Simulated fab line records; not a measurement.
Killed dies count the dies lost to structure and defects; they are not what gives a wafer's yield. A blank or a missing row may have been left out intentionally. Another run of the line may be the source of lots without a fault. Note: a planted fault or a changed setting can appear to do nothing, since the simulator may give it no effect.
fab line records	flow sky130
record lots=10	wafers=30	lastDay=50
route steps=708 shown VT_ADJUST_LVTN@117 SONOS_ONO@168 PAD_OPEN@708
lots untouched by any fault: they come from a run of this same line in which no faults occurred
startH: start of the lot's first displayed wafer, in hours after the record's first day	waitH: hours from the lot's prior step to this one	" same as the row above	L1.1+2: one row covering several wafers at once	- value missing, or start not given	* or withheld: withheld	< > ~ a bound
route shown NAME@n: a module of which the file shows steps, and the number in the route of the first	usual: mean/standard deviation of fault-free wafers	same: alike in all rows	chamber/n: place in a boat	sites: the reading at each site	_std_site: how widely they spread, as a standard deviation	_edge_site: outer sites' mean less inner sites'	radiusMm: for every site, how far away it sits from the centre of the wafer	mask NAME#n: copy n	behind: the last tool/chamber to shape the wafer	hold: cause of the lot's hold/its duration in hours/its outcome	device: names the non-switching transistor (n, p or np)	end of line: the same wafers' tests at the end of the route	where a step has no rows: the recipe by itself	killed: dies that structure and defects cost at the first sort, which is not the same as the wafer's yield	map: a wafer's dies, marking killed ones x, the rest . and places with no die _
set.NAME: setting as actually run; set.NAME@STEP: the setting as run at that earlier step	model.NAME: the simulator's own value behind a step, which no gauge read
one table for each step of the route and one row for each wafer, over a sample of lots
services: when a tool's chamber went out of use (startH, in hours from the record's first day, below 0 if earlier), for how many hours, and the reason
## steps
# step SKY_VT_ADJUST_LVTN_STRIP_20
# recipe chemistry=O2/N2	powerW=1400	pressureMtorr=1500	platenTempC=withheld	o2FlowSccm=3000	n2FlowSccm=300	overashFraction=0.5
# usual chamberPressureMTorr=1500.1/1.4	drypumpMotorCurrentA=5.9/0.44	oesProductAu=0.716/0.0048	stripTimeToEndpointS=14.18/0.036
lot.wafer	tool	chamber	startH	waitH	chamberPressureMTorr	drypumpMotorCurrentA	oesProductAu	rfHoursCounterH	stripTimeToEndpointS
L586.1	plasmaAsher-03	0	162.76	0.1	1500.1	6.0	0.715	3	14.17
L586.4	"	1	"	"	1500.5	5.7	0.718	-	14.14
L586.6	"	1	"	"	1498.0	5.7	0.718	-	14.15
L588.2	plasmaAsher-01	1	170.04	0.1	1500.0	6.3	0.711	37	14.21
L588.4	"	1	"	"	1500.5	6.4	0.725	-	14.26
L588.5	"	1	"	"	1501.5	6.3	0.711	-	14.22
L589.2	plasmaAsher-02	1	178.44	0.1	1499.2	5.7	0.713	47	14.17
L589.4	"	0	"	"	1499.8	4.9	0.722	-	14.22
L589.6	"	0	"	"	1498.6	4.8	0.707	-	14.21
L594.1	plasmaAsher-02	0	218.13	0.1	1498.9	4.9	0.715	51	14.20
L594.2	"	1	"	"	1501.1	5.7	0.713	51	14.23
L594.5	"	0	"	"	1500.2	4.9	0.720	-	14.18
L595.1	plasmaAsher-01	0	222.01	0.1	1500.3	6.1	0.717	42	14.20
L595.5	"	1	"	"	1501.5	6.3	0.717	-	14.22
L595.6	"	0	"	"	1500.8	6.2	0.714	-	14.19
L598.3	plasmaAsher-03	0	245.25	0.1	1498.8	6.0	0.714	-	14.20
L598.4	"	1	"	"	1499.6	5.7	0.725	-	14.17
L598.5	"	0	"	"	1499.7	6.0	0.716	-	14.20
L599.1	plasmaAsher-01	0	251.21	0.1	1501.0	6.1	0.709	45	14.21
L599.4	"	1	"	"	1501.4	6.4	0.715	-	14.21
L599.6	"	1	"	"	1501.0	6.4	0.718	-	14.19
L602.2	plasmaAsher-02	1	269.73	0.1	1498.3	5.7	0.712	56	14.19
L602.3	"	1	"	"	1501.3	5.7	0.717	-	14.19
L602.5	"	1	"	"	1500.2	5.7	0.723	-	14.17
L603.1	plasmaAsher-03	0	277.31	0.1	1499.5	6.0	0.711	15	14.16
L603.3	"	0	"	"	1500.0	6.0	0.712	-	14.14
L603.5	"	1	"	"	1498.2	5.7	0.719	-	14.17
L607.2	plasmaAsher-01	0	307.71	0.1	1501.7	6.2	0.719	51	14.14
L607.4	"	1	"	"	1499.2	6.4	0.716	-	14.19
L607.5	"	0	"	"	1502.8	6.2	0.716	-	14.20
# step SKY_VT_ADJUST_LVTN_TW_MEAS_21
# usual VT_ADJUST_LVTN_2_TW=188.8/1.3
lot.wafer	tool	chamber	startH	waitH	VT_ADJUST_LVTN_2_TW
L586.1	filmMetro-04	-	162.86	0.1	187.6
L586.4	"	-	"	"	187.5
L586.6	"	-	"	"	187.6
L588.2	filmMetro-02	-	170.15	0.1	186.7
L588.4	"	-	"	"	186.7
L588.5	"	-	"	"	186.4
L589.2	filmMetro-01	-	178.55	0.1	190.4
L589.4	"	-	"	"	189.4
L589.6	"	-	"	"	188.8
L594.1	filmMetro-04	-	218.23	0.1	188.5
L594.2	"	-	"	"	188.7
L594.5	"	-	"	"	188.1
L595.1	filmMetro-01	-	222.11	0.1	190.5
L595.5	"	-	"	"	190.2
L595.6	"	-	"	"	190.9
L598.3	filmMetro-02	-	245.33	0.1	187.2
L598.4	"	-	"	"	188.5
L598.5	"	-	"	"	187.3
L599.1	filmMetro-01	-	251.31	0.1	190.3
L599.4	"	-	"	"	190.4
L599.6	"	-	"	"	190.5
L602.2	filmMetro-02	-	269.84	0.1	185.4
L602.3	"	-	"	"	187.2
L602.5	"	-	"	"	186.3
L603.1	filmMetro-04	-	277.41	0.1	189.9
L603.3	"	-	"	"	188.9
L603.5	"	-	"	"	189.1
L607.2	filmMetro-04	-	307.82	0.1	189.4
L607.4	"	-	"	"	190.1
L607.5	"	-	"	"	188.8
# step SKY_SONOS_ONO_OXIDATION_00
# recipe tempC=800	ambient=O2	idleTempC=700	rampUpCPerMin=10	rampDownCPerMin=3	stabiliseS=600	purgeS=300	targetThkA=26	oxTimeS=1249
# usual rampDownCPerMin=3.0000/0.00054	rampUpCPerMin=10.000/0.002	spikeTcBottomC=817.7/2.9	spikeTcCentreC=800.7/1.1	spikeTcLowerC=800.4/1.3	spikeTcUpperC=800.1/1.3	tubeCenterTempC=800/0.071	tube_center_temp_C_max=802.1/0.38	zonePowerCentrePct=14.82/0.16
lot.wafer	tool	chamber	startH	waitH	rampDownCPerMin	rampUpCPerMin	spikeTcBottomC	spikeTcCentreC	spikeTcLowerC	spikeTcUpperC	tubeCenterTempC	tube_center_temp_C_max	zonePowerCentrePct
L586.1	furnace-02	0	252.21	1.2	3.0009	9.9999	822.2	798.5	799.0	799.4	800.08	802.5	14.74
L586.4	"	0	"	"	2.9997	9.9998	822.4	801.1	799.0	798.9	800.06	802.1	15.19
L586.6	"	0	"	"	2.9997	10.000	820.3	801.2	800.6	799.1	799.91	801.2	14.87
L588.2	furnace-01	0	259.60	0.9	2.9991	10.001	815.7	800.0	801.7	797.7	800.03	802.3	14.86
L588.4	"	0	"	"	3.0001	9.9984	816.3	799.4	799.6	799.4	800.07	801.9	14.90
L588.5	"	0	"	"	3.0000	9.9991	815.0	801.8	801.3	801.3	800.08	802.4	14.62
L589.2	furnace-02	0	270.80	1.3	3.0001	10.005	821.3	799.2	799.4	796.9	799.94	801.7	14.83
L589.4	"	0	"	"	2.9999	10.000	820.1	801.1	801.1	799.5	799.96	801.9	14.79
L589.6	"	0	"	"	3.0006	10.001	821.1	799.3	799.4	798.7	800.02	801.8	15.07
L594.1	furnace-02	0	316.67	0.0	3.0002	9.9988	821.3	799.3	802.4	799.2	799.96	801.9	14.85
L594.2	"	0	"	"	3.0011	10.001	820.0	801.3	798.8	798.3	799.9	801.7	14.56
L594.5	"	0	"	"	3.0000	9.9975	821.3	801.5	798.3	800.0	799.84	801.5	14.71
L595.1	furnace-02	0	319.98	0.3	3.0007	10.001	809.6	790.4	788.4	785.6	788.16	790.4	14.23
L595.5	"	0	"	"	3.0004	9.9997	810.6	791.0	787.2	786.9	788.13	790.1	14.53
L595.6	"	0	"	"	2.9997	10.007	809.0	788.0	787.5	789.5	788.24	790.4	14.58
L598.3	furnace-02	0	348.33	0.1	3.0005	10.002	809.6	787.8	786.1	786.5	788.23	790.9	14.49
L598.4	"	0	"	"	2.9997	10.001	810.5	787.2	786.7	786.1	788.12	790.3	14.33
L598.5	"	0	"	"	3.0003	9.9994	809.3	791.5	788.8	787.0	788.06	790.0	14.32
L599.1	furnace-01	0	355.93	0.0	2.9993	9.9994	815.0	800.6	801.5	799.5	800	801.9	14.62
L599.4	"	0	"	"	3.0004	9.9977	816.0	801.0	800.8	800.9	800.04	802.1	14.85
L599.6	"	0	"	"	2.9999	9.9998	815.1	800.5	799.3	800.4	800.02	801.8	14.82
L602.2	furnace-01	0	377.41	1.5	2.9998	9.9978	817.0	802.6	801.6	799.5	800.02	802.4	14.63
L602.3	"	0	"	"	2.9989	10.000	815.0	801.5	801.1	800.2	799.97	801.7	15.00
L602.5	"	0	"	"	3.0005	9.9994	814.4	800.8	802.2	801.5	800.01	802.2	15.22
L603.1	furnace-01	0	386.63	0.5	3.0000	10.003	816.0	800.8	801.2	799.4	799.98	801.7	14.87
L603.3	"	0	"	"	2.9998	10.003	815.4	801.1	802.2	801.5	799.96	802.1	14.83
L603.5	"	0	"	"	2.9998	10.000	816.6	802.1	801.7	800.6	799.97	801.6	14.94
L607.2	furnace-01	0	421.04	0.8	2.9990	10.000	815.5	800.2	801.5	801.0	800.04	802.0	14.91
L607.4	"	0	"	"	2.9994	9.9996	816.5	798.9	803.1	798.6	800.01	802.4	14.81
L607.5	"	0	"	"	3.0003	10.000	815.3	802.3	798.1	802.5	800.02	803.2	14.69
# step SKY_SONOS_ONO_THK_MEAS_01
# recipe reads=SiO2_of_SONOS_ONO_OXIDATION_00
# usual SONOS_ONO_OXIDATION_THK=2.56/0.067
lot.wafer	tool	chamber	startH	waitH	SONOS_ONO_OXIDATION_THK[nm]
L586.1	filmMetro-01	-	253.56	0.0	2.41
L586.4	"	-	"	"	2.42
L586.6	"	-	"	"	2.46
L588.2	filmMetro-03	-	260.96	0.0	2.69
L588.4	"	-	"	"	2.60
L588.5	"	-	"	"	2.56
L589.2	filmMetro-01	-	272.15	0.0	2.66
L589.4	"	-	"	"	2.59
L589.6	"	-	"	"	2.60
L594.1	filmMetro-03	-	318.02	0.0	2.50
L594.2	"	-	"	"	2.51
L594.5	"	-	"	"	2.59
L595.1	filmMetro-02	-	321.32	0.0	2.17
L595.5	"	-	"	"	2.19
L595.6	"	-	"	"	2.16
L598.3	filmMetro-03	-	349.69	0.0	2.11
L598.4	"	-	"	"	2.15
L598.5	"	-	"	"	2.10
L599.1	filmMetro-02	-	357.28	0.0	2.53
L599.4	"	-	"	"	2.50
L599.6	"	-	"	"	2.50
L602.2	filmMetro-02	-	378.76	0.0	2.63
L602.3	"	-	"	"	2.56
L602.5	"	-	"	"	2.61
L603.1	filmMetro-02	-	387.98	0.0	2.51
L603.3	"	-	"	"	2.64
L603.5	"	-	"	"	2.58
L607.2	filmMetro-01	-	422.39	0.0	2.55
L607.4	"	-	"	"	2.58
L607.5	"	-	"	"	2.64
# step SKY_SONOS_ONO_STRIP_17
# recipe chemistry=O2/N2	powerW=1400	pressureMtorr=1500	platenTempC=withheld	o2FlowSccm=3000	n2FlowSccm=300	overashFraction=0.5
# usual chamberPressureMTorr=1500.0/1.4	drypumpMotorCurrentA=5.8/0.46	oesProductAu=0.710/0.0044	stripTimeToEndpointS=14.10/0.041
lot.wafer	tool	chamber	startH	waitH	chamberPressureMTorr	drypumpMotorCurrentA	oesProductAu	rfHoursCounterH	stripTimeToEndpointS
L586.1	plasmaAsher-03	0	280.88	0.0	1500.7	6.0	0.707	15	14.11
L586.4	"	0	"	"	1497.9	6.0	0.714	-	14.11
L586.6	"	1	"	"	1497.5	5.7	0.712	-	14.10
L588.2	plasmaAsher-01	0	287.92	0.0	1499.5	6.2	0.713	49	14.08
L588.4	"	0	"	"	1500.8	6.2	0.712	-	14.01
L588.5	"	0	"	"	1498.6	6.1	0.709	-	14.05
L589.2	plasmaAsher-03	0	301.48	0.0	1500.6	6.0	0.709	18	14.15
L589.4	"	1	"	"	1498.5	5.7	0.710	-	14.15
L589.6	"	0	"	"	1500.8	6.0	0.709	-	14.16
L594.1	plasmaAsher-01	1	351.50	0.0	1500.4	6.4	0.712	56	14.13
L594.2	"	0	"	"	1498.3	6.2	0.712	56	14.19
L594.5	"	1	"	"	1498.2	6.3	0.706	-	14.15
L595.1	plasmaAsher-03	1	351.80	0.0	1498.6	5.7	0.713	21	14.10
L595.5	"	1	"	"	1500.7	5.7	0.707	-	14.11
L595.6	"	0	"	"	1497.7	6.0	0.709	-	14.11
L598.3	plasmaAsher-02	0	381.94	0.0	1499.3	4.9	0.719	-	14.06
L598.4	"	1	"	"	1498.5	5.7	0.709	-	14.04
L598.5	"	1	"	"	1499.1	5.7	0.712	-	14.06
L599.1	plasmaAsher-02	1	391.15	0.0	1501.8	5.7	0.718	69	14.06
L599.4	"	1	"	"	1498.7	5.7	0.716	-	14.09
L599.6	"	0	"	"	1500.2	4.9	0.711	-	14.10
L602.2	plasmaAsher-03	1	410.52	0.0	1499.8	5.7	0.704	25	14.07
L602.3	"	1	"	"	1499.2	5.7	0.707	-	14.03
L602.5	"	0	"	"	1501.0	6.0	0.709	-	14.07
L603.1	plasmaAsher-03	1	421.40	0.0	1501.1	5.7	0.712	26	14.13
L603.3	"	1	"	"	1497.5	5.7	0.706	-	14.18
L603.5	"	0	"	"	1500.0	6.0	0.712	-	14.16
L607.2	plasmaAsher-02	1	457.60	0.0	1500.3	5.7	0.713	3	14.08
L607.4	"	0	"	"	1497.3	4.8	0.707	-	14.08
L607.5	"	1	"	"	1500.4	5.7	0.722	-	14.08
# step SKY_PAD_OPEN_PROBE_99
# usual killed_at_M0_to_M3=42/7.4	killed_at_M4_up=3.3/2.1	killedAtContacts=24/5.3	killedAtFrontEnd=15/4.5	killedAtOther=0.3/0.57	killedDies=84/10	killedOpen=46/7.5	killedShort=38/6.4
# same grossDies=492	killedAtBackSide=0
lot.wafer	tool	chamber	startH	waitH	killed_at_M0_to_M3	killed_at_M4_up	killedAtContacts	killedAtFrontEnd	killedAtOther	killedDies	killedOpen	killedShort
L589.2	prober-01	-	1091.30	0.1	45	0	26	18	1	90	48	42
L589.4	prober-01	-	1091.40	0.2	46	5	20	15	0	86	44	40
L589.6	prober-01	-	1091.50	0.2	55	5	20	15	0	95	59	36
L594.1	prober-01	-	1129.93	0.1	45	6	38	19	0	108	53	55
L594.2	prober-01	-	1129.98	0.1	40	9	20	12	0	81	41	40
L594.5	prober-01	-	1130.13	0.2	39	2	23	11	0	75	44	31
L598.3	prober-02	-	1147.51	0.2	51	3	27	15	0	96	54	42
L598.4	prober-02	-	1147.56	0.2	51	0	24	18	0	93	47	46
L598.5	prober-02	-	1147.61	0.2	68	1	27	11	0	107	60	47
L599.1	prober-02	-	1153.16	0.1	52	3	20	5	0	80	38	42
L599.4	prober-02	-	1153.31	0.2	42	8	16	20	0	86	49	37
L599.6	prober-02	-	1153.41	0.2	40	2	29	8	0	79	50	29
L602.2	prober-01	-	1164.67	0.1	39	4	25	11	0	79	43	36
L602.3	prober-01	-	1164.72	0.2	29	5	30	17	2	83	44	37
L602.5	prober-01	-	1164.82	0.2	39	0	32	25	0	96	51	44
L603.1	prober-02	-	1170.27	0.1	38	0	33	10	0	81	48	33
L603.3	prober-02	-	1170.37	0.2	44	2	28	12	2	88	47	40
L603.5	prober-02	-	1170.47	0.2	48	6	24	11	0	89	42	46
L607.2	prober-02	-	1195.27	0.1	41	2	26	18	0	87	51	36
L607.4	prober-02	-	1195.37	0.2	32	3	35	14	0	84	51	33
L607.5	prober-02	-	1195.42	0.2	30	4	23	26	0	83	47	36
# killed by level:class
L589.2 VIA2:geometricParticle:open=12 VIA1:geometricParticle:open=9 CONTACT:geometricParticle:open=9 CONTACT:geometricParticle:short=7 METAL2:geometricParticle:short=6 LOCAL_INTERCONNECT:geometricParticle:short=5 FIELD_ISO:geometricParticle:open=4 POLY_GATE:geometricParticle:short=4
L589.4 VIA1:geometricParticle:open=12 VIA2:geometricParticle:open=6 CONTACT:geometricParticle:open=5 LI_CONTACT:geometricParticle:short=4 LOCAL_INTERCONNECT:geometricParticle:short=4 METAL1:geometricParticle:open=4 CONTACT:geometricParticle:short=4 METAL1:geometricParticle:short=4
L589.6 VIA1:geometricParticle:open=15 VIA2:geometricParticle:open=10 CONTACT:geometricParticle:open=8 METAL2:geometricParticle:short=6 LI_CONTACT:geometricParticle:open=5 VIA1:geometricParticle:short=5 VIA3:geometricParticle:open=5 VIA3:geometricParticle:short=4
L594.1 CONTACT:geometricParticle:open=17 VIA1:geometricParticle:open=11 METAL1:geometricParticle:short=10 CONTACT:geometricParticle:short=7 FIELD_ISO:geometricParticle:short=6 LOCAL_INTERCONNECT:geometricParticle:short=6 LI_CONTACT:geometricParticle:open=5 POLY_GATE:geometricParticle:short=4
L594.2 VIA1:geometricParticle:open=9 CONTACT:geometricParticle:open=9 METAL4:geometricParticle:short=6 VIA3:geometricParticle:open=6 FIELD_ISO:geometricParticle:short=5 METAL2:geometricParticle:short=5 VIA1:geometricParticle:short=5 LI_CONTACT:geometricParticle:open=4
L594.5 VIA1:geometricParticle:open=11 CONTACT:geometricParticle:open=9 VIA3:geometricParticle:open=8 LI_CONTACT:geometricParticle:open=6 CONTACT:geometricParticle:short=4 VIA2:geometricParticle:open=4 VIA1:geometricParticle:short=4 METAL3:geometricParticle:short=4
L598.3 CONTACT:geometricParticle:open=10 VIA1:geometricParticle:open=9 VIA3:geometricParticle:open=7 METAL1:geometricParticle:short=7 LI_CONTACT:geometricParticle:open=6 VIA2:geometricParticle:open=6 METAL2:geometricParticle:short=6 CONTACT:geometricParticle:short=5
L598.4 VIA1:geometricParticle:open=12 METAL1:geometricParticle:short=10 FIELD_ISO:geometricParticle:open=8 LI_CONTACT:geometricParticle:short=7 VIA2:geometricParticle:open=7 VIA3:geometricParticle:open=4 LI_CONTACT:geometricParticle:open=4 CONTACT:geometricParticle:short=4
L598.5 VIA1:geometricParticle:open=17 METAL1:geometricParticle:short=11 LI_CONTACT:geometricParticle:open=10 VIA2:geometricParticle:open=8 CONTACT:geometricParticle:open=7 VIA1:geometricParticle:short=6 LOCAL_INTERCONNECT:geometricParticle:short=6 METAL2:geometricParticle:short=6
L599.1 VIA1:geometricParticle:open=10 VIA3:geometricParticle:open=9 VIA1:geometricParticle:short=8 METAL1:geometricParticle:short=7 LI_CONTACT:geometricParticle:open=6 METAL2:geometricParticle:short=5 LI_CONTACT:geometricParticle:short=4 CONTACT:geometricParticle:short=4
L599.4 VIA1:geometricParticle:open=11 VIA2:geometricParticle:open=7 POLY_GATE:geometricParticle:open=6 METAL4:geometricParticle:short=6 FIELD_ISO:geometricParticle:open=5 METAL1:geometricParticle:short=5 VIA3:geometricParticle:open=5 FIELD_ISO:geometricParticle:short=4
L599.6 CONTACT:geometricParticle:open=12 VIA1:geometricParticle:open=11 VIA2:geometricParticle:open=8 VIA3:geometricParticle:open=6 LOCAL_INTERCONNECT:geometricParticle:short=5 LI_CONTACT:geometricParticle:open=5 CONTACT:geometricParticle:short=5 METAL2:geometricParticle:short=4
L602.2 LI_CONTACT:geometricParticle:open=10 VIA1:geometricParticle:open=7 CONTACT:geometricParticle:open=6 VIA2:geometricParticle:open=6 METAL1:geometricParticle:short=5 FIELD_ISO:geometricParticle:short=4 METAL2:geometricParticle:short=4 METAL4:geometricParticle:short=4
L602.3 LI_CONTACT:geometricParticle:open=12 CONTACT:geometricParticle:open=10 VIA1:geometricParticle:open=9 FIELD_ISO:geometricParticle:short=8 CONTACT:geometricParticle:short=5 METAL3:geometricParticle:short=4 METAL4:geometricParticle:short=4 POLY_GATE:geometricParticle:open=3
L602.5 CONTACT:geometricParticle:open=10 LI_CONTACT:geometricParticle:open=9 FIELD_ISO:geometricParticle:short=8 VIA3:geometricParticle:open=8 VIA1:geometricParticle:short=8 VIA2:geometricParticle:open=8 CONTACT:geometricParticle:short=7 FIELD_ISO:geometricParticle:open=4
L603.1 VIA1:geometricParticle:open=13 CONTACT:geometricParticle:open=12 LI_CONTACT:geometricParticle:open=6 LI_CONTACT:geometricParticle:short=6 METAL1:geometricParticle:short=5 VIA3:geometricParticle:open=5 FIELD_ISO:geometricParticle:short=4 LOCAL_INTERCONNECT:geometricParticle:open=4
L603.3 VIA1:geometricParticle:open=10 CONTACT:geometricParticle:open=8 VIA2:geometricParticle:open=8 LOCAL_INTERCONNECT:geometricParticle:short=6 LI_CONTACT:geometricParticle:short=5 FIELD_ISO:geometricParticle:open=5 LI_CONTACT:geometricParticle:open=5 VIA1:geometricParticle:short=5
L603.5 VIA1:geometricParticle:open=9 METAL2:geometricParticle:short=9 CONTACT:geometricParticle:open=8 METAL1:geometricParticle:short=8 LI_CONTACT:geometricParticle:open=6 VIA1:geometricParticle:short=6 CONTACT:geometricParticle:short=5 VIA3:geometricParticle:open=5
L607.2 CONTACT:geometricParticle:open=12 VIA3:geometricParticle:open=8 VIA1:geometricParticle:open=8 VIA1:geometricParticle:short=7 FIELD_ISO:geometricParticle:short=5 LI_CONTACT:geometricParticle:open=5 VIA3:geometricParticle:short=5 FIELD_ISO:geometricParticle:open=4
L607.4 CONTACT:geometricParticle:open=16 VIA1:geometricParticle:open=7 LOCAL_INTERCONNECT:geometricParticle:short=6 CONTACT:geometricParticle:short=6 METAL2:geometricParticle:short=6 VIA2:geometricParticle:open=6 FIELD_ISO:geometricParticle:open=5 LI_CONTACT:geometricParticle:open=5
L607.5 FIELD_ISO:geometricParticle:open=10 CONTACT:geometricParticle:open=9 POLY_GATE:geometricParticle:short=7 CONTACT:geometricParticle:short=6 VIA2:geometricParticle:open=6 VIA3:geometricParticle:open=5 LI_CONTACT:geometricParticle:open=4 VIA1:geometricParticle:open=4
## services
tool	chamber	startH	hours	kind
plasmaAsher-03	-	151.97	6.0	repair
furnace-02	-	169.38	3.6	pm
furnace-01	-	197.12	3.8	pm
furnace-02	-	216.04	3.3	pm
furnace-02	-	244.41	4.8	pm
furnace-01	-	263.86	4.9	pm
furnace-01	-	283.04	12.8	pm
plasmaAsher-03	-	320.86	18.4	repair
furnace-02	-	336.69	3.7	pm
plasmaAsher-01	-	347.46	2.8	pm
plasmaAsher-03	-	355.12	1.9	repair
plasmaAsher-03	-	361.20	9.1	repair
plasmaAsher-03	-	364.92	0.4	repair
furnace-01	-	394.21	3.8	pm
plasmaAsher-02	-	421.25	9.0	pm
plasmaAsher-02	0	421.25	9.0	ventCycle
plasmaAsher-02	1	421.25	9.0	ventCycle
plasmaAsher-02	0	430.25	-	clean
plasmaAsher-02	1	430.25	-	clean
## key
firstSign step=SKY_SONOS_ONO_OXIDATION_00	reading=tubeCenterTempC	direction=down	sigmas=99+	usual=*	struck=*
effect step=SKY_SONOS_ONO_OXIDATION_00	reading=tube_center_temp_C_max	direction=down	sigmas=31	usual=*	struck=*
effect step=SKY_SONOS_ONO_THK_MEAS_01	reading=SONOS_ONO_OXIDATION_THK	direction=down	sigmas=6.2	usual=2.56	struck=2.15
metAt SKY_SONOS_ONO_OXIDATION_00
struckLots L595,L598
testerLeftOut L595,L598
notActingAt SKY_VT_ADJUST_LVTN_STRIP_20,SKY_VT_ADJUST_LVTN_TW_MEAS_21,SKY_SONOS_ONO_STRIP_17
onsetBetween 316.67 319.98
fault kind=processParameterDrift	tool=furnace-02	chamber=-	onsetH=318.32	steps=SKY_SONOS_ONO_OXIDATION_00	channel=tempC	offset=*	shape=step	endH=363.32	actsIn=*	stated=*
# testerLeftOut: of these lots the tester's yield and bins aren't shown, on N5 and GAA mostly nor the transistor test; their killed dies are dies lost to structure and defects alone, not to doping, threshold or leakage, so they don't give the yield
